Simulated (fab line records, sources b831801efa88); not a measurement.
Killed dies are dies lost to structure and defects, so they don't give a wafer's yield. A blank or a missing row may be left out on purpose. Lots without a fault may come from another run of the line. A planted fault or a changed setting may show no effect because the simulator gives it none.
A struck lot beside a sound one | flow sfq_line | 14 steps out of a route of 325
Sound: wafers L548.1, L548.4, L548.6. Struck: wafers L554.1, L554.3, L554.5. The cause comes at the end.
At each step with rows: each side's tool, then ch and its chambers, then its first start. Under that, the readings that differ: sound wafers | struck wafers | difference of the means | sigmas: that difference in standard deviations of wafers without a fault.
alike: readings whose means differ by less than 2 such deviations, and words and numbers that are the same on both sides. not compared: withheld readings, readings that some wafer has no value for, bounds like >300 that may hide the same value, and numbers for which the record gives no deviation and whose values overlap.
The two part at a step that has a row with sigmas, a row that says differs or no value, or rows on one side only. Numbers that don't overlap but have no deviation are shown without sigmas and don't part them. A reading that every wafer of one side lacks parts them only if that side has two wafers or more.

SFQ_INCOMING_BOW_MEAS_900:
  sound on film_metro-02, day 2 01:00; struck on film_metro-02, day 3 07:00
  alike: INCOMING_BOW
then, 1 step without rows for these wafers: SFQ_TRILAYER_INCOMING_OXIDATION_002 (target thk 500 nm, ox time 4939 s).
SFQ_TRILAYER_L0_DEP_SPUTTER_003: material MoNx KI, target thk 40 nm, time 100 s.
  sound on pvd_sputter-04, day 2 03:29; struck on pvd_sputter-06, day 3 09:29
  alike: throttle_valve_pct
SFQ_L0_RS_MEAS_901: measures by four-point-probe.
  sound on film_metro-02, day 2 03:34; struck on film_metro-02, day 3 09:34
  alike: L0_MONX_KI_RS
SFQ_L0_THK_MEAS_902: measures by xrf.
  sound on film_metro-02, day 2 03:41; struck on film_metro-02, day 3 09:41
  alike: L0_MONX_KI_THK
then, 6 steps without rows for these wafers: SFQ_TRILAYER_L0_LITHO_COAT_010 (resist thk 62 nm); SFQ_TRILAYER_L0_LITHO_COAT_005 (resist thk 600 nm); SFQ_TRILAYER_L0_LITHO_SOFTBAKE_009; SFQ_TRILAYER_L0_LITHO_EXPOSE_006 (exposes mask L0, target cd 2000 nm); SFQ_TRILAYER_L0_LITHO_PEB_008 (peb time 60 s); SFQ_TRILAYER_L0_LITHO_DEVELOP_007 (time 60 s).
-- the record jumps here: 3 days lie between the struck wafers' starts before and after --
SFQ_TRILAYER_L0_BARC_OPEN_METAL_ETCH_010: etches BARC in O2, target depth 125 nm, time 41.7 s.
  sound on rie_metal-04 ch 0,1, day 4 23:43; struck on rie_metal-03 ch 0, day 6 11:43
  reading                                             | sound             | struck            | difference | sigmas
  oes_product_au (a.u.)                               | 0.690 0.679 0.686 | 0.826 0.812 0.816 | +0.133     | +28
  run_length_s (s)                                    | 69.7 69.6 69.4    | 60.2 60.3 60.4    | -9.3       | -10
  time_s (s)                                          | 41.7 41.7 41.7    | 29.19 29.19 29.19 | -12.51     |
  model.KrF_of_TRILAYER_L0_LITHO_COAT_005.thk_nm (nm) | 521.8 522.8 522.7 | 540.4 538.5 538.5 | +16.7      |
  alike: drypump_motor_current_A
  not compared: rf_hours_counter_h
SFQ_TRILAYER_L0_ETCH_METAL_ETCH_008: etches MoNx KI in SF6/O2, stops on SiO2, target depth 50 nm, time 25 s.
  sound on rie_metal-04 ch 0,1, day 4 23:47; struck on rie_metal-03 ch 0, day 6 11:50
  reading                                             | sound             | struck            | difference | sigmas
  model.KrF_of_TRILAYER_L0_LITHO_COAT_005.thk_nm (nm) | 478.7 479.9 479.6 | 498.8 497.2 496.8 | +18.2      |
  alike: drypump_motor_current_A, oes_product_au, run_length_s, time_s
  not compared: rf_hours_counter_h
SFQ_TRILAYER_L0_STRIP_STRIP_009: strips in O2.
  sound on rie_metal-04 ch 0,1, day 4 23:50; struck on rie_metal-03 ch 0, day 6 11:56
  alike: drypump_motor_current_A, oes_product_au
  not compared: rf_hours_counter_h

WHERE THEY PART
Only at SFQ_TRILAYER_L0_BARC_OPEN_METAL_ETCH_010, within this record. Later steps at which nothing parts them and some readings are alike: SFQ_TRILAYER_L0_ETCH_METAL_ETCH_008, SFQ_TRILAYER_L0_STRIP_STRIP_009.

WHY: what the simulator had put in
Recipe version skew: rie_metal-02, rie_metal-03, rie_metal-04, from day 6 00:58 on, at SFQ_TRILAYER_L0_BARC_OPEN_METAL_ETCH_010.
